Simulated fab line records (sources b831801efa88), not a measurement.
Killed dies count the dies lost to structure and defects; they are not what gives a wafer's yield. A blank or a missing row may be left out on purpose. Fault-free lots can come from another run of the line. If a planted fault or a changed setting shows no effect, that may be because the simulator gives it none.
Which tool did it? + flow sky130 + Sampling: 11 lots, 33 wafers, 5 of 708 route steps

== WHAT THE GAUGES READ, wafer by wafer ==
SKY_VIA3_THK_MEAS_01.
| lot  | measured     | on            | VIA3_HDPCVD_THK (nm) |
|------|--------------|---------------|----------------------|
| L571 | day 38 14:23 | film-metro-04 | 1637 1609 1644       |
| L572 | day 38 19:03 | film-metro-01 | 1677 1670 1666       |
| L573 | day 38 22:08 | film-metro-04 | 1651 1647 1636       |
| L574 | day 39 07:26 | film-metro-01 | 1602 1606 1622       |
| L575 | day 39 20:22 | film-metro-04 | 1582 1609 1615       |
| L576 | day 40 02:51 | film-metro-01 | 1665 1681 1650       |
| L585 | day 42 19:05 | film-metro-01 | 1288 1275 1250       |
| L586 | day 42 21:38 | film-metro-01 | 1255 1254 1265       |
| L590 | day 44 01:11 | film-metro-03 | 1672 1684 1645       |
| L591 | day 44 10:47 | film-metro-01 | 1658 1637 1611       |
| L592 | day 44 11:35 | film-metro-04 | 1635 1636 1645       |

SKY_VIA3_OVL_MEAS_13.
| lot  | measured     | on         | VIA3_OVL (nm) |
|------|--------------|------------|---------------|
| L571 | day 39 15:48 | overlay-01 | 7 7 7         |
| L572 | day 39 20:20 | overlay-02 | 3 2 12        |
| L573 | day 39 22:15 | overlay-01 | 8 10 2        |
| L574 | day 40 06:41 | overlay-02 | 9 3 4         |
| L575 | day 40 21:37 | overlay-02 | -1 -1 5       |
| L576 | day 41 03:38 | overlay-02 | 1 3 5         |
| L585 | day 43 18:29 | overlay-01 | -2 2 -2       |
| L586 | day 43 20:30 | overlay-02 | 4 9 5         |
| L590 | day 45 00:12 | overlay-01 | 9 11 9        |
| L591 | day 45 08:50 | overlay-01 | 11 8 9        |
| L592 | day 45 09:57 | overlay-01 | -2 -1 -3      |

== WHICH TOOL RAN EACH LOT (tool, then ch and the chambers of the sampled wafers, then the start) ==
| lot  | SKY_METAL3_ETCH_16                | SKY_VIA3_HDPCVD_00               | SKY_VIA3_CMP_02               |
|------|-----------------------------------|----------------------------------|-------------------------------|
| L571 | rie-metal-02 ch 0,1, day 38 13:18 | hdpcvd-02 ch 0,1, day 38 14:11   | cmp-01 ch 0,2,3, day 38 14:28 |
| L572 | rie-metal-02 ch 0,1, day 38 17:58 | hdpcvd-01 ch 0,1, day 38 18:52   | cmp-02 ch 2,3, day 38 19:08   |
| L573 | rie-metal-04 ch 0, day 38 21:04   | hdpcvd-02 ch 0,1, day 38 21:58   | cmp-01 ch 1,3, day 38 22:14   |
| L574 | rie-metal-02 ch 0,1, day 39 06:22 | hdpcvd-02 ch 0,1,2, day 39 07:19 | cmp-02 ch 0,1, day 39 07:28   |
| L575 | rie-metal-01 ch 0,1, day 39 19:19 | hdpcvd-02 ch 0,1,2, day 39 20:12 | cmp-02 ch 0,1,2, day 39 20:26 |
| L576 | rie-metal-02 ch 0,1, day 40 01:48 | hdpcvd-01 ch 0,1,2, day 40 02:40 | cmp-01 ch 1,2,3, day 40 02:53 |
| L585 | rie-metal-01 ch 0,1, day 42 17:55 | hdpcvd-02 ch 0,1, day 42 18:55   | cmp-01 ch 1,2,3, day 42 19:17 |
| L586 | rie-metal-01 ch 0,1, day 42 20:32 | hdpcvd-02 ch 0,1,2, day 42 21:28 | cmp-01 ch 0,1,3, day 42 21:47 |
| L590 | rie-metal-02 ch 0, day 43 23:55   | hdpcvd-01 ch 0,2, day 44 01:01   | cmp-02 ch 0,2,3, day 44 01:20 |
| L591 | rie-metal-01 ch 1, day 44 09:40   | hdpcvd-01 ch 1,2, day 44 10:37   | cmp-01 ch 1,2,3, day 44 10:53 |
| L592 | rie-metal-02 ch 0,1, day 44 10:17 | hdpcvd-01 ch 1,2, day 44 11:24   | cmp-01 ch 0,1,3, day 44 11:47 |
- SKY_METAL3_ETCH_16: etches BARC in N2/H2, stops on SiO2, time 88.2 s, target depth 60 nm.
- SKY_VIA3_HDPCVD_00: deposits SiO2, target thk 1635 nm, time 272.5 s.
- SKY_VIA3_CMP_02: polishes SiO2.

== WHAT THE TOOLS THEMSELVES READ (means of the sampled wafers that have a number; where no wafer has one, the mark that the record gives instead) ==
SKY_METAL3_ETCH_16.
| lot  | tool         | bias-w (W) | drypump-motor-current-A (A) | oes-product-au (a.u.) | throttle-valve-pct (%) |
|------|--------------|------------|-----------------------------|-----------------------|------------------------|
| L571 | rie-metal-02 | 99.8       | 5.5                         | 0.630                 | 13.211                 |
| L572 | rie-metal-02 | 100.0      | 5.6                         | 0.623                 | 13.204                 |
| L573 | rie-metal-04 | 100.1      | 5.5                         | 0.625                 | 13.197                 |
| L574 | rie-metal-02 | 99.9       | 5.6                         | 0.624                 | 13.207                 |
| L575 | rie-metal-01 | 100.0      | 5.6                         | 0.627                 | 13.211                 |
| L576 | rie-metal-02 | 99.9       | 5.7                         | 0.628                 | 13.201                 |
| L585 | rie-metal-01 | 99.7       | 5.6                         | 0.625                 | 13.205                 |
| L586 | rie-metal-01 | 99.7       | 5.6                         | 0.631                 | 13.208                 |
| L590 | rie-metal-02 | 100.1      | 5.5                         | 0.624                 | 13.212                 |
| L591 | rie-metal-01 | 100.3      | 5.4                         | 0.628                 | 13.210                 |
| L592 | rie-metal-02 | 99.8       | 5.6                         | 0.624                 | 13.210                 |

SKY_VIA3_HDPCVD_00.
| lot  | tool      | run-length-s (s) |
|------|-----------|------------------|
| L571 | hdpcvd-02 | 301.0            |
| L572 | hdpcvd-01 | 299.8            |
| L573 | hdpcvd-02 | 301.4            |
| L574 | hdpcvd-02 | 300.6            |
| L575 | hdpcvd-02 | 301.0            |
| L576 | hdpcvd-01 | 300.3            |
| L585 | hdpcvd-02 | 238.6            |
| L586 | hdpcvd-02 | 238.3            |
| L590 | hdpcvd-01 | 299.6            |
| L591 | hdpcvd-01 | 300.3            |
| L592 | hdpcvd-01 | 300.1            |

SKY_VIA3_CMP_02.
| lot  | tool   | motor-current-A (A) |
|------|--------|---------------------|
| L571 | cmp-01 | 11.0                |
| L572 | cmp-02 | 12.3                |
| L573 | cmp-01 | 12.5                |
| L574 | cmp-02 | 11.5                |
| L575 | cmp-02 | 11.5                |
| L576 | cmp-01 | 12.9                |
| L585 | cmp-01 | 12.5                |
| L586 | cmp-01 | 12.1                |
| L590 | cmp-02 | 12.2                |
| L591 | cmp-01 | 12.5                |
| L592 | cmp-01 | 11.8                |

== THE ANSWER, worked out from the rows above alone ==
Rule: usual is defined by the lots themselves. The widest of any qualifying gaps counts: lots, ordered by their means at a reading, are off when they make up no more than a third of the lots, leave a main group of 4 or more, and stand apart from it by 3 or more times the standard deviation of that group's means. Not used: any main group whose means are identical at the precision the tables above print for the reading. A lot without any number at a reading at which 4 lots or more have one is off too. Where the step has rows for the other lots, those lots are counted as sound. First the gauges in route order, then the tools' own readings, where a lot's mean is used as printed above. At the first step where some lot is off, the reading lying furthest off is the one used; lots without a number count as furthest.
Off: L585, L586, at SKY_VIA3_THK_MEAS_01 (VIA3_HDPCVD_THK). For the main group the mean is 1640 nm and the standard deviation 23.
If a tool, at a process step before that reading, ran all the lots that are off and no sound lot after the first of them, it fits. The gauges at SKY_VIA3_THK_MEAS_01 aren't tried: what is off there is off at SKY_VIA3_HDPCVD_00 too, on other tools, and a gauge's error can't cause that. One candidate fits, namely hdpcvd-02 at SKY_VIA3_HDPCVD_00. Its last sound lot is L575 (day 39 20:12), its first lot that is off L585 (day 42 18:55): a fault that began between those two fits.
On the lots that are off, the tool's own readings at SKY_VIA3_HDPCVD_00 differ by more than 5 times the standard deviation of the sound lots' means, which bears it out; run-length-s reads 238.4 s there versus 300.5 s on the sound lots.

== WHAT THE SIMULATOR PUT IN ==
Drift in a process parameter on hdpcvd-02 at SKY_VIA3_HDPCVD_00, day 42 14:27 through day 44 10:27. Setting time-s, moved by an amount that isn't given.
Struck lots among those shown: L585, L586. The same result came from the rule above.
